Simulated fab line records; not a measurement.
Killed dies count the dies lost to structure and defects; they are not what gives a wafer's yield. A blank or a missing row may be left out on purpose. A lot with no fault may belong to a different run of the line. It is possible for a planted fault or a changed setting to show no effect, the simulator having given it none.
fab line records ; flow sky130
record lots=6; wafers=18; lastDay=49
route steps=708 shown LDD_P@257 LDD_HVN@267 LDD_HVP@278 LDD_LDN@289 SD_P@331 RES_XHIGH@341
lots that met no fault: from a run of the same line without faults
startH: start of the lot's first displayed wafer, in hours after the record's first day ; waitH: how many hours have passed since the lot's step before this one ; " repeats the value in the row above ; L1.1+2: one row covering several wafers at once ; - value missing, or start not given ; * or withheld: withheld ; < > ~ a bound
route shown NAME@n: a module of which the file shows steps, and the number in the route of the first ; usual: mean and standard deviation over wafers with no fault ; same: alike in all rows ; chamber/n: place in a boat ; sites: the reading at each site ; _std_site: standard deviation across them ; _edge_site: inner sites' mean taken away from outer sites' mean ; radiusMm: for every site, how far away it sits from the centre of the wafer ; mask NAME#n: copy n ; behind: the most recent tool/chamber to have shaped the wafer ; hold: cause of the lot's hold/its duration in hours/its outcome ; device: transistor that didn't switch, given as n, p or np ; end of line: the tests these same wafers got at the end of their route ; a step with no rows: only its recipe ; killed: dies lost to structure and defects at the first sort, not the wafer's yield ; map: a wafer's dies, marking killed ones x, the rest . and places with no die _
set.NAME: the run value of the setting; set.NAME@STEP: its run value at that earlier step ; model.NAME: the simulator's own value behind a step, which no gauge read
certain route steps with their lots: each step a table, each wafer a row
services: when a tool's chamber went out of use (startH, in hours from the record's first day, below 0 if earlier), for how many hours, and the reason
## steps
# step SKY_LDD_P_COAT_02
# recipe resist=NOVOLAK; spinRpm=3000; resistThkNm=1140
# step SKY_LDD_P_SOFTBAKE_03
# recipe tempC=90; timeS=60; resist=NOVOLAK
# step SKY_LDD_P_EXPOSE_04
# recipe maskId=PSDM; na=0.6; sourceShape=conventional; sigmaOuter=0.6; polarization=unpolarized; targetCdNm=380; doseMj=138
# step SKY_LDD_P_PEB_05
# recipe tempC=withheld; timeS=*; resist=NOVOLAK
# step SKY_LDD_P_DEVELOP_06
# recipe resist=NOVOLAK; developer=TMAH; developTimeS=60; devTempC=23
# step SKY_LDD_P_CD_MEAS_07
# recipe targetCdNm=380
# usual cdNm=380/3.3
lot.wafer;tool;chamber;startH;waitH;cdNm
L267.1;cdSem-02;-;470.41;0.1;381
L267.4;cdSem-02;-;470.41;0.1;380
L267.6;cdSem-02;-;470.41;0.1;381
L270.1;cdSem-01;-;501.50;0.1;373
L270.2;cdSem-01;-;501.50;0.1;377
L270.5;cdSem-01;-;501.50;0.1;379
L271.2;cdSem-01;-;503.00;0.1;376
L271.5;cdSem-01;-;503.00;0.1;378
L271.6;cdSem-01;-;503.00;0.1;377
L275.2;cdSem-01;-;540.82;0.1;381
L275.3;cdSem-01;-;540.82;0.1;380
L275.6;cdSem-01;-;540.82;0.1;383
L280.2;cdSem-01;-;578.43;0.1;375
L280.4;cdSem-01;-;578.43;0.1;375
L280.5;cdSem-01;-;578.43;0.1;376
L282.1;cdSem-02;-;607.40;0.1;379
L282.3;cdSem-02;-;607.40;0.1;380
L282.4;cdSem-02;-;607.40;0.1;376
# step SKY_LDD_P_OVL_MEAS_08
# usual LDD_P_OVL=-0.5/1.3
lot.wafer;tool;chamber;startH;waitH;LDD_P_OVL[nm]
L267.1;overlay-02;-;470.53;0.1;-2.3
L267.4;overlay-02;-;470.53;0.1;-1.4
L267.6;overlay-02;-;470.53;0.1;-1.7
L270.1;overlay-02;-;501.62;0.1;0.6
L270.2;overlay-02;-;501.62;0.1;-1.9
L270.5;overlay-02;-;501.62;0.1;0.2
L271.2;overlay-02;-;503.11;0.1;-0.8
L271.5;overlay-02;-;503.11;0.1;-1.7
L271.6;overlay-02;-;503.11;0.1;-1.2
L275.2;overlay-02;-;540.92;0.1;1.9
L275.3;overlay-02;-;540.92;0.1;1.3
L275.6;overlay-02;-;540.92;0.1;0.5
L280.2;overlay-01;-;578.54;0.1;2.9
L280.4;overlay-01;-;578.54;0.1;2.3
L280.5;overlay-01;-;578.54;0.1;0.3
L282.1;overlay-01;-;607.52;0.1;-1.3
L282.3;overlay-01;-;607.52;0.1;-1.4
L282.4;overlay-01;-;607.52;0.1;-1.2
# step SKY_LDD_P_IMPLANT_09
# recipe species=BF2; energyKev=25; doseCm2=1e+13; tiltDeg=withheld
# step SKY_LDD_P_STRIP_10
# recipe chemistry=O2/N2; powerW=1400; pressureMtorr=1500; platenTempC=withheld; o2FlowSccm=3000; n2FlowSccm=300; overashFraction=0.5
# usual drypumpMotorCurrentA=5.66/0.25; oesProductAu=0.715/0.0044; stripTimeToEndpointS=14.19/0.045
lot.wafer;tool;chamber;startH;waitH;drypumpMotorCurrentA;oesProductAu;rfHoursCounterH;stripTimeToEndpointS
L267.1;plasmaAsher-03;0;470.72;0.1;5.97;0.715;63;14.19
L267.4;plasmaAsher-03;0;470.72;0.1;5.96;0.720;-;14.24
L267.6;plasmaAsher-03;0;470.72;0.1;5.97;0.723;-;14.20
L270.1;plasmaAsher-03;1;501.80;0.1;5.90;0.717;67;14.20
L270.2;plasmaAsher-03;0;501.80;0.1;5.96;0.712;67;14.18
L270.5;plasmaAsher-03;1;501.80;0.1;5.91;0.715;-;14.17
L271.2;plasmaAsher-02;1;503.29;0.1;5.57;0.714;39;14.22
L271.5;plasmaAsher-02;1;503.29;0.1;5.57;0.710;-;14.19
L271.6;plasmaAsher-02;0;503.29;0.1;5.44;0.720;-;14.23
L275.2;plasmaAsher-03;0;541.10;0.1;5.93;0.710;72;14.21
L275.3;plasmaAsher-03;0;541.10;0.1;5.97;0.713;-;14.19
L275.6;plasmaAsher-03;0;541.10;0.1;5.97;0.714;-;14.20
L280.2;plasmaAsher-02;1;578.72;0.1;5.57;0.713;47;14.25
L280.4;plasmaAsher-02;1;578.72;0.1;5.57;0.712;-;14.21
L280.5;plasmaAsher-02;1;578.72;0.1;5.56;0.718;-;14.23
L282.1;plasmaAsher-04;1;607.70;0.1;5.27;0.721;91;14.24
L282.3;plasmaAsher-04;0;607.70;0.1;5.77;0.714;-;14.22
L282.4;plasmaAsher-04;1;607.70;0.1;5.25;0.720;-;14.23
# step SKY_LDD_P_TW_MEAS_11
# usual LDD_P_TW=634/3.7
lot.wafer;tool;chamber;startH;waitH;LDD_P_TW
L267.1;filmMetro-04;-;470.82;0.1;637
L267.4;filmMetro-04;-;470.82;0.1;634
L267.6;filmMetro-04;-;470.82;0.1;635
L270.1;filmMetro-04;-;501.90;0.1;639
L270.2;filmMetro-04;-;501.90;0.1;637
L270.5;filmMetro-04;-;501.90;0.1;638
L271.2;filmMetro-01;-;503.40;0.1;630
L271.5;filmMetro-01;-;503.40;0.1;630
L271.6;filmMetro-01;-;503.40;0.1;628
L275.2;filmMetro-03;-;541.21;0.1;634
L275.3;filmMetro-03;-;541.21;0.1;635
L275.6;filmMetro-03;-;541.21;0.1;632
L280.2;filmMetro-04;-;578.83;0.1;639
L280.4;filmMetro-04;-;578.83;0.1;640
L280.5;filmMetro-04;-;578.83;0.1;641
L282.1;filmMetro-01;-;607.80;0.1;630
L282.3;filmMetro-01;-;607.80;0.1;628
L282.4;filmMetro-01;-;607.80;0.1;631
# step SKY_LDD_HVN_DEHYDRATE_00
# recipe tempC=200; timeS=60
# step SKY_LDD_HVN_HMDS_01
# recipe primeTimeS=60; primeTempC=120
# step SKY_LDD_HVN_COAT_02
# recipe resist=NOVOLAK; spinRpm=3000; resistThkNm=300
# usual chillPlateTempC=23.01/0.1; dispensePressureKPa=52.4/2.3
lot.wafer;tool;chamber;startH;waitH;chillPlateTempC;dispensePressureKPa
L267.1;lithoTrack-03;0;485.18;0.1;23.10;55.6
L267.4;lithoTrack-03;0;485.18;0.1;23.19;55.6
L267.6;lithoTrack-03;0;485.18;0.1;23.24;55.6
L270.1;lithoTrack-01;-;516.60;0.1;-;-
L270.2;lithoTrack-01;-;516.60;0.1;-;-
L270.5;lithoTrack-01;-;516.60;0.1;-;-
L271.2;lithoTrack-03;-;517.75;0.1;-;-
L271.5;lithoTrack-03;-;517.75;0.1;-;-
L271.6;lithoTrack-03;-;517.75;0.1;-;-
L275.2;lithoTrack-02;0;556.14;0.1;22.96;50.1
L275.3;lithoTrack-02;0;556.14;0.1;23.16;50.1
L275.6;lithoTrack-02;0;556.14;0.1;22.85;50.2
L280.2;lithoTrack-03;0;592.60;0.1;22.95;55.6
L280.4;lithoTrack-03;0;592.60;0.1;22.90;55.6
L280.5;lithoTrack-03;0;592.60;0.1;23.09;55.6
L282.1;lithoTrack-03;0;621.82;0.1;23.04;55.6
L282.3;lithoTrack-03;0;621.82;0.1;23.03;55.6
L282.4;lithoTrack-03;0;621.82;0.1;23.00;55.6
# step SKY_LDD_HVN_SOFTBAKE_03
# recipe tempC=90; timeS=60; resist=NOVOLAK
# step SKY_LDD_HVN_EXPOSE_04
# recipe maskId=HVNTM; na=0.6; sourceShape=conventional; sigmaOuter=0.6; polarization=unpolarized; targetCdNm=700; doseMj=127
# step SKY_LDD_HVN_PEB_05
# recipe tempC=withheld; timeS=*; resist=NOVOLAK
# step SKY_LDD_HVN_DEVELOP_06
# recipe resist=NOVOLAK; developer=TMAH; developTimeS=60; devTempC=23
# step SKY_LDD_HVN_OVL_MEAS_07
# usual LDD_HVN_OVL=-0.5/1.4
lot.wafer;tool;chamber;startH;waitH;LDD_HVN_OVL[nm]
L267.1;overlay-02;-;501.06;0.1;-2.6
L267.4;overlay-02;-;501.06;0.1;-2.4
L267.6;overlay-02;-;501.06;0.1;-0.4
L270.1;overlay-02;-;531.90;0.1;-
L270.2;overlay-02;-;531.90;0.1;-
L270.5;overlay-02;-;531.90;0.1;-
L271.2;overlay-01;-;532.68;0.1;-
L271.5;overlay-01;-;532.68;0.1;-
L271.6;overlay-01;-;532.68;0.1;-
L275.2;overlay-01;-;570.98;0.1;0.0
L275.3;overlay-01;-;570.98;0.1;-0.7
L275.6;overlay-01;-;570.98;0.1;-0.1
L280.2;overlay-02;-;607.53;0.1;-0.5
L280.4;overlay-02;-;607.53;0.1;-0.5
L280.5;overlay-02;-;607.53;0.1;-0.6
L282.1;overlay-01;-;636.95;0.1;0.9
L282.3;overlay-01;-;636.95;0.1;-1.3
L282.4;overlay-01;-;636.95;0.1;-1.8
# step SKY_LDD_HVN_IMPLANT_08
# recipe species=P; energyKev=60; doseCm2=3e+13; tiltDeg=40
# step SKY_LDD_HVN_STRIP_09
# recipe chemistry=O2/N2; powerW=1400; pressureMtorr=1500; platenTempC=withheld; o2FlowSccm=3000; n2FlowSccm=300; overashFraction=0.5
# usual drypumpMotorCurrentA=5.75/0.27; oesProductAu=0.409/0.0044; stripTimeToEndpointS=4.139/0.016
lot.wafer;tool;chamber;startH;waitH;drypumpMotorCurrentA;oesProductAu;rfHoursCounterH;stripTimeToEndpointS
L267.1;plasmaAsher-04;0;501.25;0.1;5.73;0.407;80;4.128
L267.4;plasmaAsher-04;0;501.25;0.1;5.73;0.404;-;4.129
L267.6;plasmaAsher-04;0;501.25;0.1;5.73;0.410;-;4.145
L270.1;plasmaAsher-01;0;532.08;0.1;5.53;-;7;-
L270.2;plasmaAsher-01;1;532.08;0.1;6.07;-;7;-
L270.5;plasmaAsher-01;0;532.08;0.1;5.55;-;-;-
L271.2;plasmaAsher-04;1;532.86;0.1;5.26;-;84;-
L271.5;plasmaAsher-04;0;532.86;0.1;5.79;-;-;-
L271.6;plasmaAsher-04;1;532.86;0.1;5.26;-;-;-
L275.2;plasmaAsher-03;0;571.16;0.1;5.99;0.414;75;4.171
L275.3;plasmaAsher-03;1;571.16;0.1;5.85;0.407;-;4.129
L275.6;plasmaAsher-03;0;571.16;0.1;5.93;0.404;-;4.155
L280.2;plasmaAsher-01;0;607.71;0.1;5.52;0.418;14;4.143
L280.4;plasmaAsher-01;0;607.71;0.1;5.55;0.405;-;4.139
L280.5;plasmaAsher-01;1;607.71;0.1;6.03;0.406;-;4.147
L282.1;plasmaAsher-01;1;637.13;0.1;6.06;0.405;17;4.163
L282.3;plasmaAsher-01;0;637.13;0.1;5.53;0.412;-;4.160
L282.4;plasmaAsher-01;1;637.13;0.1;6.10;0.405;-;4.160
# step SKY_LDD_HVN_TW_MEAS_10
# usual LDD_HVN_TW=1446/13
lot.wafer;tool;chamber;startH;waitH;LDD_HVN_TW
L267.1;filmMetro-02;-;501.35;0.1;1463
L267.4;filmMetro-02;-;501.35;0.1;1449
L267.6;filmMetro-02;-;501.35;0.1;1454
L270.1;filmMetro-02;-;532.18;0.1;1466
L270.2;filmMetro-02;-;532.18;0.1;1452
L270.5;filmMetro-02;-;532.18;0.1;1458
L271.2;filmMetro-02;-;532.97;0.1;1464
L271.5;filmMetro-02;-;532.97;0.1;1457
L271.6;filmMetro-02;-;532.97;0.1;1455
L275.2;filmMetro-03;-;571.27;0.1;1438
L275.3;filmMetro-03;-;571.27;0.1;1444
L275.6;filmMetro-03;-;571.27;0.1;1444
L280.2;filmMetro-03;-;607.82;0.1;1426
L280.4;filmMetro-03;-;607.82;0.1;1433
L280.5;filmMetro-03;-;607.82;0.1;1436
L282.1;filmMetro-02;-;637.23;0.1;1455
L282.3;filmMetro-02;-;637.23;0.1;1447
L282.4;filmMetro-02;-;637.23;0.1;1447
# step SKY_LDD_HVP_DEHYDRATE_00
# recipe tempC=200; timeS=60
# step SKY_LDD_HVP_HMDS_01
# recipe primeTimeS=60; primeTempC=120
# step SKY_LDD_HVP_COAT_02
# recipe resist=NOVOLAK; spinRpm=3000; resistThkNm=300
# step SKY_LDD_HVP_SOFTBAKE_03
# recipe tempC=90; timeS=60; resist=NOVOLAK
# step SKY_LDD_HVP_EXPOSE_04
# recipe maskId=HVPTM; na=0.6; sourceShape=conventional; sigmaOuter=0.6; polarization=unpolarized; targetCdNm=700; doseMj=86
# step SKY_LDD_HVP_PEB_05
# recipe tempC=withheld; timeS=*; resist=NOVOLAK
# step SKY_LDD_HVP_DEVELOP_06
# recipe resist=NOVOLAK; developer=TMAH; developTimeS=60; devTempC=23
# step SKY_LDD_HVP_OVL_MEAS_07
# usual LDD_HVP_OVL=-0.2/1.6
lot.wafer;tool;chamber;startH;waitH;LDD_HVP_OVL[nm]
L267.1;overlay-01;-;531.06;0.1;0.1
L267.4;overlay-01;-;531.06;0.1;-0.7
L267.6;overlay-01;-;531.06;0.1;-3.0
L270.1;overlay-02;-;561.53;0.1;1.3
L270.2;overlay-02;-;561.53;0.1;1.6
L270.5;overlay-02;-;561.53;0.1;4.4
L271.2;overlay-01;-;561.91;0.1;-2.0
L271.5;overlay-01;-;561.91;0.1;-0.6
L271.6;overlay-01;-;561.91;0.1;-1.6
L275.2;overlay-01;-;600.53;0.1;1.1
L275.3;overlay-01;-;600.53;0.1;1.0
L275.6;overlay-01;-;600.53;0.1;-0.5
L280.2;overlay-02;-;637.36;0.1;0.2
L280.4;overlay-02;-;637.36;0.1;-0.1
L280.5;overlay-02;-;637.36;0.1;0.8
L282.1;overlay-01;-;665.42;0.1;-0.9
L282.3;overlay-01;-;665.42;0.1;-0.5
L282.4;overlay-01;-;665.42;0.1;-2.3
# step SKY_LDD_HVP_IMPLANT_08
# recipe species=B; energyKev=20; doseCm2=1.7e+13; tiltDeg=17.9
# step SKY_LDD_HVP_STRIP_09
# recipe chemistry=O2/N2; powerW=1400; pressureMtorr=1500; platenTempC=withheld; o2FlowSccm=3000; n2FlowSccm=300; overashFraction=0.5
# usual drypumpMotorCurrentA=5.61/0.24; oesProductAu=0.408/0.005; stripTimeToEndpointS=4.132/0.014
lot.wafer;tool;chamber;startH;waitH;drypumpMotorCurrentA;oesProductAu;rfHoursCounterH;stripTimeToEndpointS
L267.1;plasmaAsher-04;1;531.25;0.1;5.24;0.408;84;4.133
L267.4;plasmaAsher-04;0;531.25;0.1;5.74;0.403;-;4.133
L267.6;plasmaAsher-04;1;531.25;0.1;5.22;0.409;-;4.137
L270.1;plasmaAsher-04;1;561.71;0.1;5.24;0.409;87;4.142
L270.2;plasmaAsher-04;0;561.71;0.1;5.71;0.405;87;4.147
L270.5;plasmaAsher-04;0;561.71;0.1;5.72;0.413;-;4.144
L271.2;plasmaAsher-02;0;562.09;0.1;5.42;0.412;45;4.141
L271.5;plasmaAsher-02;1;562.09;0.1;5.57;0.407;-;4.128
L271.6;plasmaAsher-02;0;562.09;0.1;5.41;0.404;-;4.130
L275.2;plasmaAsher-02;0;600.71;0.1;5.42;0.405;48;4.126
L275.3;plasmaAsher-02;0;600.71;0.1;5.41;0.402;-;4.131
L275.6;plasmaAsher-02;1;600.71;0.1;5.57;0.411;-;4.120
L280.2;plasmaAsher-02;0;637.54;0.1;5.41;0.411;51;4.143
L280.4;plasmaAsher-02;1;637.54;0.1;5.57;0.409;-;4.137
L280.5;plasmaAsher-02;0;637.54;0.1;5.43;0.408;-;4.140
L282.1;plasmaAsher-01;1;665.61;0.1;6.01;0.404;20;4.131
L282.3;plasmaAsher-01;1;665.61;0.1;5.99;0.411;-;4.145
L282.4;plasmaAsher-01;0;665.61;0.1;5.55;0.408;-;4.125
# step SKY_LDD_HVP_TW_MEAS_10
# usual LDD_HVP_TW=458/4.4
lot.wafer;tool;chamber;startH;waitH;LDD_HVP_TW
L267.1;filmMetro-02;-;531.35;0.1;462
L267.4;filmMetro-02;-;531.35;0.1;464
L267.6;filmMetro-02;-;531.35;0.1;464
L270.1;filmMetro-02;-;561.81;0.1;1459
L270.2;filmMetro-02;-;561.81;0.1;1458
L270.5;filmMetro-02;-;561.81;0.1;1453
L271.2;filmMetro-01;-;562.20;0.1;1432
L271.5;filmMetro-01;-;562.20;0.1;1428
L271.6;filmMetro-01;-;562.20;0.1;1430
L275.2;filmMetro-04;-;600.82;0.1;459
L275.3;filmMetro-04;-;600.82;0.1;456
L275.6;filmMetro-04;-;600.82;0.1;459
L280.2;filmMetro-04;-;637.65;0.1;461
L280.4;filmMetro-04;-;637.65;0.1;460
L280.5;filmMetro-04;-;637.65;0.1;462
L282.1;filmMetro-01;-;665.71;0.1;457
L282.3;filmMetro-01;-;665.71;0.1;453
L282.4;filmMetro-01;-;665.71;0.1;451
# step SKY_LDD_LDN_DEHYDRATE_00
# recipe tempC=200; timeS=60
# step SKY_LDD_LDN_HMDS_01
# recipe primeTimeS=60; primeTempC=120
# step SKY_LDD_LDN_COAT_02
# recipe resist=NOVOLAK; spinRpm=3000; resistThkNm=1140
# step SKY_LDD_LDN_SOFTBAKE_03
# recipe tempC=90; timeS=60; resist=NOVOLAK
# step SKY_LDD_LDN_EXPOSE_04
# recipe maskId=LDNTM; na=0.6; sourceShape=conventional; sigmaOuter=0.6; polarization=unpolarized; targetCdNm=700; doseMj=140
# step SKY_LDD_LDN_PEB_05
# recipe tempC=withheld; timeS=*; resist=NOVOLAK
# step SKY_LDD_LDN_DEVELOP_06
# recipe resist=NOVOLAK; developer=TMAH; developTimeS=60; devTempC=23
# step SKY_LDD_LDN_OVL_MEAS_07
# usual LDD_LDN_OVL=0.2/1.3
lot.wafer;tool;chamber;startH;waitH;LDD_LDN_OVL[nm]
L267.1;overlay-02;-;560.93;0.1;-2.1
L267.4;overlay-02;-;560.93;0.1;-0.5
L267.6;overlay-02;-;560.93;0.1;-1.1
L270.1;overlay-02;-;590.61;0.1;-0.6
L270.2;overlay-02;-;590.61;0.1;-1.0
L270.5;overlay-02;-;590.61;0.1;-0.7
L271.2;overlay-02;-;591.45;0.1;1.0
L271.5;overlay-02;-;591.45;0.1;1.5
L271.6;overlay-02;-;591.45;0.1;1.4
L275.2;overlay-01;-;629.85;0.1;0.5
L275.3;overlay-01;-;629.85;0.1;3.0
L275.6;overlay-01;-;629.85;0.1;2.5
L280.2;overlay-02;-;666.30;0.1;-1.5
L280.4;overlay-02;-;666.30;0.1;-1.3
L280.5;overlay-02;-;666.30;0.1;1.2
L282.1;overlay-02;-;693.51;0.1;-0.2
L282.3;overlay-02;-;693.51;0.1;-0.5
L282.4;overlay-02;-;693.51;0.1;-0.4
# step SKY_LDD_LDN_IMPLANT_08
# recipe species=As; energyKev=15; doseCm2=1.25e+13; tiltDeg=withheld; rotationDeg=23
# step SKY_LDD_LDN_IMPLANT_09
# recipe species=As; energyKev=15; doseCm2=1.25e+13; tiltDeg=withheld; rotationDeg=113
# step SKY_LDD_LDN_TW_MEAS_13
# usual LDD_LDN_TW=1478/13
lot.wafer;tool;chamber;startH;waitH;LDD_LDN_TW
L267.1;filmMetro-02;-;561.66;0.1;1498
L267.4;filmMetro-02;-;561.66;0.1;1495
L267.6;filmMetro-02;-;561.66;0.1;1490
L270.1;filmMetro-02;-;591.34;0.1;1849
L270.2;filmMetro-02;-;591.34;0.1;1852
L270.5;filmMetro-02;-;591.34;0.1;1843
L271.2;filmMetro-03;-;592.19;0.1;1819
L271.5;filmMetro-03;-;592.19;0.1;1814
L271.6;filmMetro-03;-;592.19;0.1;1812
L275.2;filmMetro-03;-;630.65;0.1;1473
L275.3;filmMetro-03;-;630.65;0.1;1474
L275.6;filmMetro-03;-;630.65;0.1;1474
L280.2;filmMetro-02;-;667.04;0.1;1511
L280.4;filmMetro-02;-;667.04;0.1;1519
L280.5;filmMetro-02;-;667.04;0.1;1500
L282.1;filmMetro-01;-;694.25;0.1;1471
L282.3;filmMetro-01;-;694.25;0.1;1460
L282.4;filmMetro-01;-;694.25;0.1;1465
# step SKY_SD_P_TW_MEAS_11
# usual SD_P_TW=2840/26
lot.wafer;tool;chamber;startH;waitH;SD_P_TW
L267.1;filmMetro-02;-;621.76;0.1;2863
L267.4;filmMetro-02;-;621.76;0.1;2861
L267.6;filmMetro-02;-;621.76;0.1;2872
L270.1;filmMetro-02;-;652.47;0.1;2977
L270.2;filmMetro-02;-;652.47;0.1;2973
L270.5;filmMetro-02;-;652.47;0.1;2976
L271.2;filmMetro-02;-;653.31;0.1;2980
L271.5;filmMetro-02;-;653.31;0.1;2959
L271.6;filmMetro-02;-;653.31;0.1;2967
L275.2;filmMetro-02;-;689.19;0.1;2879
L275.3;filmMetro-02;-;689.19;0.1;2868
L275.6;filmMetro-02;-;689.19;0.1;2869
L280.2;filmMetro-03;-;724.01;0.1;2812
L280.4;filmMetro-03;-;724.01;0.1;2811
L280.5;filmMetro-03;-;724.01;0.1;2821
L282.1;filmMetro-04;-;751.70;0.1;2845
L282.3;filmMetro-04;-;751.70;0.1;2862
L282.4;filmMetro-04;-;751.70;0.1;2842
# step SKY_RES_XHIGH_TW_MEAS_09
# usual RES_XHIGH_TW=1649/13
lot.wafer;tool;chamber;startH;waitH;RES_XHIGH_TW
L267.1;filmMetro-02;-;651.82;0.1;1671
L267.4;filmMetro-02;-;651.82;0.1;1676
L267.6;filmMetro-02;-;651.82;0.1;1670
L270.1;filmMetro-04;-;680.41;0.1;1931
L270.2;filmMetro-04;-;680.41;0.1;1933
L270.5;filmMetro-04;-;680.41;0.1;1946
L271.2;filmMetro-03;-;681.78;0.1;1910
L271.5;filmMetro-03;-;681.78;0.1;1927
L271.6;filmMetro-03;-;681.78;0.1;1920
L275.2;filmMetro-04;-;716.68;0.1;1657
L275.3;filmMetro-04;-;716.68;0.1;1638
L275.6;filmMetro-04;-;716.68;0.1;1648
L280.2;filmMetro-04;-;751.22;0.1;1648
L280.4;filmMetro-04;-;751.22;0.1;1653
L280.5;filmMetro-04;-;751.22;0.1;1658
L282.1;filmMetro-04;-;779.10;0.1;1649
L282.3;filmMetro-04;-;779.10;0.1;1658
L282.4;filmMetro-04;-;779.10;0.1;1649
## services
tool;chamber;startH;hours;kind
plasmaAsher-01;-;488.52;6.4;repair
plasmaAsher-01;-;494.95;28.1;pm
plasmaAsher-02;-;585.92;7.5;repair
plasmaAsher-02;-;620.74;2.8;pm
plasmaAsher-04;-;664.04;2.8;pm
## key
firstSign step=SKY_LDD_HVN_COAT_02; reading=toolRecord; direction=missing
effect step=SKY_LDD_HVN_OVL_MEAS_07; reading=LDD_HVN_OVL; direction=missing
effect step=SKY_LDD_HVP_TW_MEAS_10; reading=LDD_HVP_TW; direction=up; sigmas=99+; usual=458; struck=1444
effect step=SKY_LDD_LDN_TW_MEAS_13; reading=LDD_LDN_TW; direction=up; sigmas=27; usual=1478; struck=1832
effect step=SKY_SD_P_TW_MEAS_11; reading=SD_P_TW; direction=up; sigmas=5.1; usual=2840; struck=2972
effect step=SKY_RES_XHIGH_TW_MEAS_09; reading=RES_XHIGH_TW; direction=up; sigmas=22; usual=1649; struck=1928
metAt SKY_LDD_HVN_COAT_02
struckWafers L270.1,L270.2,L270.5,L271.2,L271.5,L271.6
sortLeftOut L270.1,L270.2,L270.5,L271.2,L271.5,L271.6
testerLeftOut L270,L271
onsetBetween 485.18 516.60
fault kind=skippedStepWhole; tool=lithoTrack-01,lithoTrack-03; chamber=-; onsetH=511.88; steps=SKY_LDD_HVN_COAT_02; scope=struckLotsOnly
# testerLeftOut: of these lots the tester's yield and bins aren't shown, on N5 and GAA mostly nor the transistor test; their killed dies are dies lost to structure and defects alone, not to doping, threshold or leakage, so they don't give the yield
# sortLeftOut: the simulated sort isn't trusted on such a fault, so these wafers' sort isn't shown, and their yield isn't known
